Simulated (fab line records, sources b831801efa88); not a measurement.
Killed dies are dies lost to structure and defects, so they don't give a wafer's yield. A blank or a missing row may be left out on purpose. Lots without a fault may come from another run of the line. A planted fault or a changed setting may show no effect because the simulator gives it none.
Which tool did it? | flow gf180mcu | 6 lots, 18 wafers sampled, at 3 steps of a route of 602

WHAT THE GAUGES READ, wafer by wafer
GF_V5_CD_MEAS_14: target cd 260 nm.
lot  | measured     | on        | cd_nm (nm)
L588 | day 27 20:02 | cd_sem-02 | 259.5 259.5 259.3
L592 | day 29 03:05 | cd_sem-01 | 258.1 258.2 257.8
L597 | day 30 17:55 | cd_sem-02 | 260.6 260.1 259.2
L599 | day 31 06:04 | cd_sem-02 | 271.3 271.7 271.9
L604 | day 32 14:32 | cd_sem-01 | 258.5 258.7 260.4
L609 | day 33 12:59 | cd_sem-01 | 259.7 259.7 260.1

WHICH TOOL RAN EACH LOT (tool, then ch and the chambers of the sampled wafers, then the start)
lot  | GF_M5_STRIP_11                       | GF_V5_EXPOSE_11
L588 | plasma_asher-03 ch 0,1, day 26 22:32 | krf_scanner-02 ch 0, day 27 10:14
L592 | plasma_asher-01 ch 0,1, day 28 06:28 | krf_scanner-02 ch 0, day 28 17:56
L597 | plasma_asher-02 ch 0,1, day 29 21:50 | krf_scanner-02 ch 0, day 30 08:43
L599 | plasma_asher-03 ch 0,1, day 30 10:57 | krf_scanner-02 ch 0, day 30 21:31
L604 | plasma_asher-02 ch 0,1, day 31 20:51 | krf_scanner-01 ch 0, day 32 06:25
L609 | plasma_asher-03 ch 0,1, day 32 20:12 | krf_scanner-01 ch 0, day 33 05:31
- GF_M5_STRIP_11: strips in O2/N2.
- GF_V5_EXPOSE_11: exposes mask Via5, target cd 260 nm.

THE ANSWER, worked out from the rows above alone
Rule: what is usual is taken from the lots themselves. Put in order of their means at a reading, lots are off if they are a third of the lots or fewer, leave a main group of 4 or more, and stand apart from it by a gap of 3 or more times the standard deviation of the main group's means; of several such gaps the widest counts. A main group whose means are all the same, to the digits that the tables above print for the reading, isn't used. A lot without any number at a reading at which 4 lots or more have one is off too. The other lots that the step has rows for count as sound.
Off: L599, at GF_V5_CD_MEAS_14 (cd_nm). The main group: mean 259.3 nm, standard deviation 0.69.
A tool fits if, at a process step before that reading, it ran every lot that is off, and no sound lot after the first of them. The gauges at GF_V5_CD_MEAS_14 are tried like those tools. Can't be told from this: 2 tools fit, krf_scanner-02 at GF_V5_EXPOSE_11, cd_sem-02 at GF_V5_CD_MEAS_14.

WHAT THE SIMULATOR HAD PUT IN
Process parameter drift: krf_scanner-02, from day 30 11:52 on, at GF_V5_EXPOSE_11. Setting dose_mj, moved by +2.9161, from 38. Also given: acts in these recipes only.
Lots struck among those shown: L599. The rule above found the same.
